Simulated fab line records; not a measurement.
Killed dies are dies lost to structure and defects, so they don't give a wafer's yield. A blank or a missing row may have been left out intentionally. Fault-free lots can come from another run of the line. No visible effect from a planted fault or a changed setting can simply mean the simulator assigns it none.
A lot that was struck, set against a sound lot :: flow sky130 :: 14 out of 708 route steps
Sound: these wafers, L712.2, L712.3, L712.4. Wafers struck: L719.3, L719.4, L719.6. Last of all comes the cause.
Order at every step that has rows: each side's tool, ch and its chambers, its first start. Under that, the readings that differ: sound wafers :: struck wafers :: difference of the means :: sigmas: that difference in standard deviations of wafers without a fault.
alike: same words and numbers on both sides, and readings whose means sit less than 2 such deviations apart. not compared: any withheld reading, any reading some wafer has no value for, any bound like >300 that may hide the same value, and any number with overlapping values for which the record gives no deviation.
The two part at a step that has a row with sigmas, a row that says differs or no value, or rows on one side only. When numbers do not overlap yet have no deviation, they are printed without sigmas and do not part them. A reading that every wafer of one side lacks parts them only if that side has two wafers or more.

first, 1 step without rows for these wafers: SKY_CAPM_DEVELOP_11 (develop time 60 s).
SKY_CAPM_OVL_MEAS_12:
  sound on overlay-01, day 38 02:55; struck on overlay-02, day 40 17:39
  alike: CAPM_OVL
SKY_CAPM_METAL_ETCH_13: etches TiN in Cl2/BCl3, stops on SiO2, target depth 220 nm, time 62.9 s.
  sound on rie metal-02 ch 0,1, day 38 02:56; struck on rie metal-01 ch 0,1, day 40 17:42
  alike: chamber pressure mTorr, drypump motor current A, oes product au, throttle valve pct
  not compared: rf hours counter h
SKY_CAPM_STRIP_14: strips in O2/N2.
  sound on plasma asher-01 ch 0,1, day 38 03:01; struck on plasma asher-03 ch 0,1, day 40 17:47
  alike: chamber pressure mTorr, drypump motor current A, oes product au, strip time to endpoint s
  not compared: rf hours counter h
then, 8 steps without rows for these wafers: SKY_CAPM_STRIP_15 (strips in post etch residue remover, time 1200 s); SKY_CAPM_CLEAN_16 (cleans in IPA, time 180 s); SKY_CAPM_CLEAN_17 (cleans in O3/DIW); SKY_METAL3_DEHYDRATE_05 (time 60 s); SKY_METAL3_HMDS_06 (prime time 60 s); SKY_METAL3_COAT_07 (resist thk 60 nm); SKY_METAL3_COAT_08 (resist thk 1140 nm); SKY_METAL3_SOFTBAKE_09 (time 90 s).
SKY_METAL3_EXPOSE_10: exposes mask MM3, target cd 300 nm.
  sound on krf scanner-01 ch 0, day 38 16:53; struck on krf scanner-01, day 41 06:15
  no value came back on the struck wafers for exposure dose mJ cm2, focus offset nm (nm), na, stage vel mm s (mm/s); on the sound wafers exposure dose mJ cm2 reads 27.876 27.945 27.940
  alike: mask
following that, these wafers have no rows for 1 step: SKY_METAL3_PEB_11.

== WHERE THEY PART ==
SKY_METAL3_EXPOSE_10 only, going by this record.

WHY: the cause the simulator had injected
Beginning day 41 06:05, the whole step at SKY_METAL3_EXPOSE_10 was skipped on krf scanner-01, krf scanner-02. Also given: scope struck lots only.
